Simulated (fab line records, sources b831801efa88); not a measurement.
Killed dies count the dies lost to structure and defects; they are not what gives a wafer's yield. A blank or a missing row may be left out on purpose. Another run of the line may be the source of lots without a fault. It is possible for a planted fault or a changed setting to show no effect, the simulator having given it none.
A struck lot beside a sound one | flow sky130 | 37 steps out of a route of 708
Sound: wafers L625.1, L625.2, L625.6. The struck wafers were L630.3, L630.4, L630.5. The cause is given at the end.
At each step with rows: each side's tool, then ch and its chambers, then its first start. Under that, the readings that differ: sound wafers | struck wafers | difference of the means | sigmas: that difference in standard deviations of wafers without a fault.
alike: readings whose means differ by less than 2 such deviations, and words and numbers that are the same on both sides. not compared: withheld readings, readings that some wafer has no value for, bounds like >300 that may hide the same value, and numbers for which the record gives no deviation and whose values overlap.
Wherever a step has rows on one side only, a row that says differs or no value, or a row with sigmas, the two part there. When numbers do not overlap yet have no deviation, they are printed without sigmas and do not part them. A reading that every wafer of one side lacks parts them only if that side has two wafers or more.

first, 10 steps without rows for these wafers: SKY_RES_PROTECT_DEHYDRATE_00 (time 60 s); SKY_RES_PROTECT_HMDS_01 (prime time 60 s); SKY_RES_PROTECT_COAT_02 (resist thk 1140 nm); SKY_RES_PROTECT_SOFTBAKE_03 (time 60 s); SKY_RES_PROTECT_EXPOSE_04 (exposes mask RPM, target cd 1270 nm); SKY_RES_PROTECT_PEB_05; SKY_RES_PROTECT_DEVELOP_06 (develop time 60 s); SKY_POLY_GATE_IMPLANT_02; SKY_RES_PROTECT_STRIP_07 (strips in O2/N2); SKY_RES_PROTECT_CLEAN_09 (cleans in SC1/SC2, time 150 s).
SKY_POLY_GATE_CVD_03: deposits Si3N4 from DCS/NH3, target thk 75 nm, time 1290 s.
  sound on lpcvd-02 ch 0, day 15 07:52; struck on lpcvd-02 ch 0, day 18 02:25
  alike: zone-power-upper-pct
SKY_POLY_GATE_THK_MEAS_04:
  sound on film-metro-03, day 15 09:13; struck on film-metro-03, day 18 03:48
  reading                   | sound          | struck         | difference | sigmas
  POLY_GATE_CVD_03_THK (nm) | 73.6 74.8 74.0 | 66.6 66.1 67.2 | -7.5       | -11
then, 9 steps without rows for these wafers: SKY_POLY_GATE_DEHYDRATE_05 (time 60 s); SKY_POLY_GATE_HMDS_06 (prime time 60 s); SKY_POLY_GATE_COAT_07 (resist thk 110 nm); SKY_POLY_GATE_COAT_08 (resist thk 450 nm); SKY_POLY_GATE_SOFTBAKE_09 (time 90 s); SKY_POLY_GATE_EXPOSE_10 (exposes mask P1M, target cd 150 nm); SKY_POLY_GATE_PEB_11; SKY_POLY_GATE_DEVELOP_12 (develop time 60 s); SKY_POLY_GATE_ETCH_15 (etches BARC in N2/H2, stops on SiO2, time 118.5 s, target depth 110 nm).
SKY_POLY_GATE_ETCH_16: etches Si3N4 in CH3F/O2, stops on poly-Si, time 147.5 s, target depth 75 nm.
  sound on rie-diel-04 ch 0,1,2, day 16 12:52; struck on rie-diel-02 ch 1,2,3, day 19 09:37
  reading               | sound             | struck            | difference | sigmas
  oes-product-au (a.u.) | 0.629 0.633 0.644 | 0.614 0.612 0.614 | -0.022     | -4
  alike: drypump-motor-current-A, throttle-valve-pct
  not compared: rf-hours-counter-h
then, 13 steps without rows for these wafers: SKY_POLY_GATE_ETCH_17 (etches poly-Si in HBr/Cl2, stops on SiO2, target depth 180 nm, time 70.5 s); SKY_POLY_GATE_STRIP_18 (strips in O2/N2); SKY_POLY_GATE_CLEAN_19 (cleans in SC1/SC2, time 150 s); SKY_POLY_GATE_OXIDATION_20 (stabilise 600 s, purge 300 s, target thk 4 nm); SKY_LDD_N_DEHYDRATE_00 (time 60 s); SKY_LDD_N_HMDS_01 (prime time 60 s); SKY_LDD_N_COAT_02 (resist thk 300 nm); SKY_LDD_N_SOFTBAKE_03 (time 60 s); SKY_LDD_N_EXPOSE_04 (exposes mask NTM, target cd 840 nm); SKY_LDD_N_PEB_05; SKY_LDD_N_DEVELOP_06 (develop time 60 s); SKY_LDD_N_IMPLANT_08; SKY_LDD_N_IMPLANT_09.
-- a jump in the record: the struck wafers' starts before and after are 8 days apart (it breaks off in module LDD_N and resumes in module POLY_CUT, where the first step shown is number 318 of the route) --
SKY_POLY_CUT_ETCH_11: etches Si3N4 in CF4/CH2F2/Ar, stops on poly-Si, time 42.5 s, target depth 60 nm.
  sound on rie-diel-03 ch 0,1,3, day 25 00:50; struck on rie-diel-03 ch 0,1,3, day 27 05:19
  reading               | sound             | struck            | difference | sigmas
  oes-product-au (a.u.) | 0.832 0.836 0.817 | 0.765 0.766 0.771 | -0.061     | -10
  alike: drypump-motor-current-A, throttle-valve-pct
  not compared: rf-hours-counter-h
-- a jump in the record: the struck wafers' starts before and after are 21 days apart (it breaks off in module POLY_CUT and resumes in module PAD_OPEN, where the first step shown is number 708 of the route) --
SKY_PAD_OPEN_PROBE_99:
  sound on prober-01, day 46 07:01; struck on prober-02, day 47 19:35
  alike: killed_at_M0_to_M3, killed_at_M4_up, killed-at-contacts, killed-at-front-end, killed-at-other, killed-dies, killed-open, killed-short
  not compared: model.etest.pfet_01v8.drive-ua-um-rim-less-centre, model.etest.pfet_01v8.drive-ua-um-range, model.etest.pfet_01v8.vt-v-range

## WHERE THEY PART
Earliest at SKY_POLY_GATE_THK_MEAS_04; latest, in this record, at SKY_POLY_CUT_ETCH_11. Later steps at which nothing parts them and some readings are alike: SKY_PAD_OPEN_PROBE_99.

WHY: whatever the simulator had introduced
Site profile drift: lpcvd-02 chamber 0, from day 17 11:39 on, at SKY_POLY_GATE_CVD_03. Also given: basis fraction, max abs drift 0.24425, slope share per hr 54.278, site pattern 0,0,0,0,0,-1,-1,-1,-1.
